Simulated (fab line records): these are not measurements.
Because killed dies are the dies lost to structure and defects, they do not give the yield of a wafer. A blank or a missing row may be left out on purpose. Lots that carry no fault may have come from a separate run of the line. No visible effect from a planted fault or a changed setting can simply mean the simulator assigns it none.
A struck lot beside a sound one :: flow sky130 :: 34 steps out of a route of 708
Sound: the wafers L243.1, L243.3, L243.4. Struck: wafer L249.1 (L249.2, L249.6, from the same lot, were not struck and are left out); the cause is given at the end.
At each step with rows: each side's tool, then ch and its chambers, then its first start. Under that, the readings that differ: sound wafers :: struck wafers :: difference of the means :: sigmas: that difference in standard deviations of wafers without a fault.
alike: words and numbers the same on both sides, and readings whose means are apart by under 2 such deviations; not compared: readings that were withheld, readings missing a value for some wafer, numbers with overlapping values and no deviation given by the record, and bounds like >300 which may hide the same value.
A row with sigmas, a row that says differs or no value, or rows on one side alone: a step with any of these is where the two part. Numbers that don't overlap but have no deviation are shown without sigmas and don't part them. A reading that every wafer of one side lacks parts them only if that side has two wafers or more.

first, 9 steps without rows for these wafers: SKY_METAL1_DEHYDRATE_07 (time 60 s); SKY_METAL1_HMDS_08 (prime time 60 s); SKY_METAL1_COAT_09 (resist thk 60 nm); SKY_METAL1_COAT_10 (resist thk 450 nm); SKY_METAL1_SOFTBAKE_11 (time 90 s); SKY_METAL1_EXPOSE_12 (exposes mask MM1, target cd 140 nm); SKY_METAL1_PEB_13; SKY_METAL1_DEVELOP_14 (develop time 60 s); SKY_METAL1_DESCUM_17 (chemistry O2, time 8 s).
SKY_METAL1_ETCH_18: etches BARC in N2/H2, stops on SiO2, time 45.9 s, target depth 60 nm.
  sound on rieMetal-02 ch 0,1, day 37 00:08; struck on rieMetal-02 ch 1, day 38 15:27
  alike: drypumpMotorCurrentA, oesProductAu, rfFwdPowerW, throttleValvePct
  not compared: rfHoursCounterH
then, 23 steps without rows for these wafers: SKY_METAL1_METAL_ETCH_19 (etches the open film in Cl2/BCl3, stops on SiO2, target depth 360 nm, time 78 s); SKY_METAL1_STRIP_20 (strips in O2/N2); SKY_METAL1_STRIP_21 (strips in post etch residue remover, time 1200 s); SKY_METAL1_CLEAN_22 (cleans in IPA, time 180 s); SKY_METAL1_CLEAN_23 (cleans in O3/DIW); SKY_VIA1_HDPCVD_00 (deposits SiO2, target thk 1030 nm, time 171.7 s); SKY_VIA1_CMP_02 (polishes SiO2); SKY_VIA1_DEHYDRATE_04 (time 60 s); SKY_VIA1_HMDS_05 (prime time 60 s); SKY_VIA1_COAT_06 (resist thk 60 nm); SKY_VIA1_COAT_07 (resist thk 450 nm); SKY_VIA1_SOFTBAKE_08 (time 88.51 s); SKY_VIA1_EXPOSE_09 (exposes mask VIM, target cd 150 nm); SKY_VIA1_PEB_10; SKY_VIA1_DEVELOP_11 (develop time 60 s); SKY_VIA1_ETCH_14 (etches BARC in N2/H2, stops on SiO2, time 45.9 s, target depth 60 nm); SKY_VIA1_ETCH_15 (etches SiO2 in C4F8/O2/Ar, stops on TiN, target depth 351 nm, time 54 s); SKY_VIA1_STRIP_16 (strips in O2/N2); SKY_VIA1_STRIP_17 (strips in post etch residue remover, time 1200 s); SKY_VIA1_CLEAN_18 (cleans in IPA, time 180 s); SKY_VIA1_CLEAN_19 (cleans in O3/DIW); SKY_VIA1_SPUTTER_20 (material TiN, target thk 20 nm, time 80 s); SKY_VIA1_CVD_21 (deposits W, target thk 270 nm, time 80.902 s).
-- the record jumps here: 12 days lie between the struck wafers' starts before and after (it left off in module VIA1 and takes up again in module PAD_OPEN, whose first step shown is number 708 of the route) --
SKY_PAD_OPEN_PROBE_99:
  sound on prober-01 at day 49 01:04; struck on prober-02 at day 50 06:40
reading: defectLimitedYield (%)
sound: 82.3 83.9 80.3
struck: 72.8
difference: -9.4
sigmas: -5

reading: killed_at_M0_to_M3
sound: 46 43 51
struck: 98
difference: +51
sigmas: +8

reading: killedDies
sound: 87 79 97
struck: 134
difference: +46
sigmas: +5

reading: sort_bin_5_function (%)
sound: 10.0 9.1 10.8
struck: 19.3
difference: +9.3
sigmas: +7

reading: sortNPass
sound: 405 413 395
struck: 358
difference: -46
sigmas: -5

reading: sortYieldPct (%)
sound: 82.3 83.9 80.3
struck: 72.8
difference: -9.4
sigmas: -5

reading: model.etest.tester.sortNPass
sound: 405 413 395
struck: 358
difference: -46
sigmas: 

reading: model.etest.tester.sortYieldPct (%)
sound: 82.32 83.94 80.28
struck: 72.76
difference: -9.42
sigmas: 

reading: model.etest.tester.sort_bin_5_pct (%)
sound: 9.959 9.146 10.77
struck: 19.31
difference: +9.35
sigmas: 

reading: model.etest.tester.sort_bin_3_pct (%)
sound: 1.016 0.813 0.813
struck: 1.626
difference: +0.745
sigmas: 
  alike: killed_at_M4_up, killedAtContacts, killedAtFrontEnd, killedAtOther, killedOnRim, killedOpen, killedShort, sort_bin_3_pad_short, sort_bin_6_memory

## WHERE THEY PART
Only at SKY_PAD_OPEN_PROBE_99, as far as this record shows.

WHY: the cause the simulator had injected
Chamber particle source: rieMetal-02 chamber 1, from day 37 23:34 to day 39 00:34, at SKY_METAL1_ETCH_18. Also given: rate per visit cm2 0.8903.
